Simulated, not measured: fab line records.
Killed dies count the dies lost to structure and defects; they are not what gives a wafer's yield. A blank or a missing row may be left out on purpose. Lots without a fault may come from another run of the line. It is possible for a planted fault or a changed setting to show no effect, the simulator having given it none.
What tool caused it? + flow gf180mcu + 24 lots with 72 wafers sampled at 4 steps, on a route of 602 steps

WHAT THE GAUGES READ, wafer by wafer
GF_V4_THK_MEAS_01.
| lot  | measured     | on            | V4_CVD_00_THK (nm) |
|------|--------------|---------------|--------------------|
| L074 | day 23 10:48 | film-metro-04 | 606 605 601        |
| L075 | day 24 05:29 | film-metro-04 | 594 589 589        |
| L077 | day 24 17:45 | film-metro-01 | 597 600 603        |
| L076 | day 24 19:55 | film-metro-01 | 604 607 603        |
| L078 | day 25 03:53 | film-metro-04 | 603 605 592        |
| L079 | day 25 15:14 | film-metro-01 | 598 611 602        |
| L080 | day 25 15:24 | film-metro-01 | 589 602 588        |
| L081 | day 26 05:31 | film-metro-04 | 609 603 603        |
| L082 | day 26 19:25 | film-metro-04 | 611 601 613        |
| L084 | day 26 19:28 | film-metro-01 | 603 611 594        |
| L083 | day 26 22:07 | film-metro-04 | 606 594 604        |
| L085 | day 27 07:13 | film-metro-01 | 601 590 587        |
| L086 | day 27 09:33 | film-metro-04 | 616 599 607        |
| L087 | day 28 02:43 | film-metro-04 | 596 600 597        |
| L088 | day 28 04:23 | film-metro-01 | 605 606 609        |
| L089 | day 28 15:06 | film-metro-04 | 613 599 609        |
| L090 | day 28 17:35 | film-metro-03 | 589 590 595        |
| L091 | day 28 20:22 | film-metro-01 | 593 606 606        |
| L092 | day 29 02:36 | film-metro-04 | 602 602 605        |
| L094 | day 29 10:53 | film-metro-03 | 595 596 597        |
| L093 | day 29 16:01 | film-metro-03 | 609 598 602        |
| L095 | day 29 18:25 | film-metro-01 | 582 596 597        |
| L096 | day 30 03:07 | film-metro-01 | 605 600 609        |
| L097 | day 30 04:45 | film-metro-01 | 585 591 593        |

TOOL THAT RAN EACH LOT (tool first, then ch and the chambers of the sampled wafers, then the start)
| lot  | GF_HV_LDD_RTA_52                 | GF_M3_SPUTTER_04             | GF_V3_CVD_23                  |
|------|----------------------------------|------------------------------|-------------------------------|
| L074 | rtp-anneal-01 ch 0, day 12 14:59 | pvd-sputter-01, day 20 09:38 | cvd-w-01 ch 0,1, day 22 10:32 |
| L075 | rtp-anneal-02 ch 0, day 13 01:14 | pvd-sputter-01, day 21 02:35 | cvd-w-01 ch 1, day 23 04:30   |
| L077 | rtp-anneal-01 ch 0, day 13 15:24 | pvd-sputter-04, day 21 19:14 | cvd-w-01 ch 1, day 23 18:38   |
| L076 | rtp-anneal-02 ch 0, day 13 16:48 | pvd-sputter-02, day 21 19:32 | cvd-w-01 ch 0,1, day 23 20:07 |
| L078 | rtp-anneal-01 ch 0, day 13 23:04 | pvd-sputter-02, day 22 04:10 | cvd-w-01 ch 1, day 24 04:15   |
| L079 | rtp-anneal-02 ch 0, day 14 10:48 | pvd-sputter-04, day 22 17:32 | cvd-w-02 ch 0,1, day 24 15:56 |
| L080 | rtp-anneal-02 ch 0, day 14 12:05 | pvd-sputter-02, day 22 18:17 | cvd-w-01 ch 0,1, day 24 17:02 |
| L081 | rtp-anneal-02 ch 0, day 15 00:49 | pvd-sputter-04, day 23 07:01 | cvd-w-02 ch 0,1, day 25 06:37 |
| L082 | rtp-anneal-02 ch 0, day 15 17:36 | pvd-sputter-04, day 23 22:59 | cvd-w-02 ch 0,1, day 25 21:26 |
| L084 | rtp-anneal-02 ch 0, day 15 17:43 | pvd-sputter-02, day 24 00:20 | cvd-w-01 ch 0,1, day 25 21:34 |
| L083 | rtp-anneal-02 ch 0, day 15 18:02 | pvd-sputter-04, day 24 00:59 | cvd-w-01 ch 0,1, day 25 23:23 |
| L085 | rtp-anneal-02 ch 0, day 16 07:42 | pvd-sputter-01, day 24 13:26 | cvd-w-02 ch 0,1, day 26 09:06 |
| L086 | rtp-anneal-01 ch 0, day 16 08:14 | pvd-sputter-04, day 24 15:31 | cvd-w-02 ch 0,1, day 26 11:31 |
| L087 | rtp-anneal-02 ch 0, day 17 06:00 | pvd-sputter-04, day 25 10:46 | cvd-w-01 ch 0,1, day 27 05:47 |
| L088 | rtp-anneal-01 ch 0, day 17 06:19 | pvd-sputter-02, day 25 12:14 | cvd-w-01 ch 0,1, day 27 07:10 |
| L089 | rtp-anneal-02 ch 0, day 17 19:08 | pvd-sputter-01, day 25 23:38 | cvd-w-01 ch 0,1, day 27 17:38 |
| L090 | rtp-anneal-01 ch 0, day 17 19:26 | pvd-sputter-01, day 26 00:35 | cvd-w-02 ch 0,1, day 27 20:08 |
| L091 | rtp-anneal-01 ch 0, day 18 01:32 | pvd-sputter-04, day 26 04:20 | cvd-w-01 ch 0,1, day 27 23:16 |
| L092 | rtp-anneal-01 ch 0, day 18 09:25 | pvd-sputter-04, day 26 11:18 | cvd-w-02 ch 0,1, day 28 05:20 |
| L094 | rtp-anneal-01 ch 0, day 18 18:58 | pvd-sputter-02, day 26 21:37 | cvd-w-01 ch 0,1, day 28 14:27 |
| L093 | rtp-anneal-01 ch 0, day 18 19:37 | pvd-sputter-01, day 27 01:20 | cvd-w-02 ch 0,1, day 28 19:27 |
| L095 | rtp-anneal-02 ch 0, day 19 04:54 | pvd-sputter-02, day 27 03:55 | cvd-w-02 ch 0,1, day 28 22:18 |
| L096 | rtp-anneal-02 ch 0, day 19 15:55 | pvd-sputter-04, day 27 13:23 | cvd-w-02 ch 0,1, day 29 06:22 |
| L097 | rtp-anneal-01 ch 0, day 19 16:37 | pvd-sputter-01, day 27 14:50 | cvd-w-01 ch 0,1, day 29 07:49 |
- GF_HV_LDD_RTA_52: time 10 s.
- GF_M3_SPUTTER_04: material TiN, target thk 50 nm, time 41.7 s.
- GF_V3_CVD_23: deposits W, target thk 350 nm, time 104.9 s.

AS READ BY THE TOOLS THEMSELVES (means over the sampled wafers that have a number; for cases with no such wafer, the mark the record gives instead)
GF_HV_LDD_RTA_52.
| lot  | tool          | lamp-power-pct (%) | wafer_temp_C_max |
|------|---------------|--------------------|------------------|
| L074 | rtp-anneal-01 | 35.1               | 1002.6           |
| L075 | rtp-anneal-02 | 30.4               | 1006.1           |
| L077 | rtp-anneal-01 | 35.1               | 1002.4           |
| L076 | rtp-anneal-02 | 30.4               | 1005.5           |
| L078 | rtp-anneal-01 | 35.1               | 1002.6           |
| L079 | rtp-anneal-02 | 30.4               | 1005.2           |
| L080 | rtp-anneal-02 | 30.4               | 1004.6           |
| L081 | rtp-anneal-02 | 30.4               | 1006.2           |
| L082 | rtp-anneal-02 | 30.5               | 1006.7           |
| L084 | rtp-anneal-02 | 30.4               | 1005.2           |
| L083 | rtp-anneal-02 | 30.4               | 1005.3           |
| L085 | rtp-anneal-02 | 30.4               | 1006.2           |
| L086 | rtp-anneal-01 | 35.1               | 1002.1           |
| L087 | rtp-anneal-02 | 30.4               | 1005.6           |
| L088 | rtp-anneal-01 | 35.1               | 1002.1           |
| L089 | rtp-anneal-02 | 30.4               | 1004.9           |
| L090 | rtp-anneal-01 | 35.1               | 1002.0           |
| L091 | rtp-anneal-01 | 35.1               | 1003.5           |
| L092 | rtp-anneal-01 | 35.1               | 1002.5           |
| L094 | rtp-anneal-01 | 35.1               | 1002.3           |
| L093 | rtp-anneal-01 | 35.1               | 1002.0           |
| L095 | rtp-anneal-02 | 30.4               | 1005.6           |
| L096 | rtp-anneal-02 | 30.4               | 1004.9           |
| L097 | rtp-anneal-01 | 35.1               | 1002.2           |

GF_M3_SPUTTER_04.
| lot  | tool           | throttle-valve-pct (%) |
|------|----------------|------------------------|
| L074 | pvd-sputter-01 | 29.6                   |
| L075 | pvd-sputter-01 | 29.8                   |
| L077 | pvd-sputter-04 | 29.1                   |
| L076 | pvd-sputter-02 | 30.1                   |
| L078 | pvd-sputter-02 | 29.7                   |
| L079 | pvd-sputter-04 | 28.6                   |
| L080 | pvd-sputter-02 | 29.9                   |
| L081 | pvd-sputter-04 | 30.3                   |
| L082 | pvd-sputter-04 | 28.1                   |
| L084 | pvd-sputter-02 | 30.2                   |
| L083 | pvd-sputter-04 | 30.2                   |
| L085 | pvd-sputter-01 | 29.1                   |
| L086 | pvd-sputter-04 | 29.0                   |
| L087 | pvd-sputter-04 | 29.2                   |
| L088 | pvd-sputter-02 | 29.6                   |
| L089 | pvd-sputter-01 | 28.3                   |
| L090 | pvd-sputter-01 | 30.6                   |
| L091 | pvd-sputter-04 | 30.2                   |
| L092 | pvd-sputter-04 | 30.7                   |
| L094 | pvd-sputter-02 | 30.6                   |
| L093 | pvd-sputter-01 | 29.0                   |
| L095 | pvd-sputter-02 | 30.4                   |
| L096 | pvd-sputter-04 | 29.9                   |
| L097 | pvd-sputter-01 | 28.7                   |

GF_V3_CVD_23.
| lot  | tool     | heater-power-w (W) |
|------|----------|--------------------|
| L074 | cvd-w-01 | 790                |
| L075 | cvd-w-01 | 819                |
| L077 | cvd-w-01 | 826                |
| L076 | cvd-w-01 | 774                |
| L078 | cvd-w-01 | 811                |
| L079 | cvd-w-02 | 785                |
| L080 | cvd-w-01 | 797                |
| L081 | cvd-w-02 | 799                |
| L082 | cvd-w-02 | 800                |
| L084 | cvd-w-01 | 789                |
| L083 | cvd-w-01 | 779                |
| L085 | cvd-w-02 | 810                |
| L086 | cvd-w-02 | 792                |
| L087 | cvd-w-01 | 751                |
| L088 | cvd-w-01 | 800                |
| L089 | cvd-w-01 | 802                |
| L090 | cvd-w-02 | 809                |
| L091 | cvd-w-01 | 787                |
| L092 | cvd-w-02 | 789                |
| L094 | cvd-w-01 | 806                |
| L093 | cvd-w-02 | 798                |
| L095 | cvd-w-02 | 829                |
| L096 | cvd-w-02 | 823                |
| L097 | cvd-w-01 | 798                |

THE ANSWER, worked out from the rows above alone
Rule: the lots themselves supply what counts as usual. Put in order of their means at a reading, lots are off if they are a third of the lots or fewer, leave a main group of 4 or more, and stand apart from it by a gap of 3 or more times the standard deviation of the main group's means; of several such gaps the widest counts. A main group whose means are all the same, to the digits that the tables above print for the reading, isn't used. A lot without any number at a reading at which 4 lots or more have one is off too. Any other lot the step has rows for is counted as sound. Order of review: gauges by route order, followed by the tools' own readings, for which a lot's mean as printed above is used. The first step at which some lot is off is used, and at that step the reading that is off furthest; a lot without a number counts as furthest.
Across all readings shown, no lot is off: no conclusion can be drawn from this.

WHAT WAS PUT IN BY THE SIMULATOR
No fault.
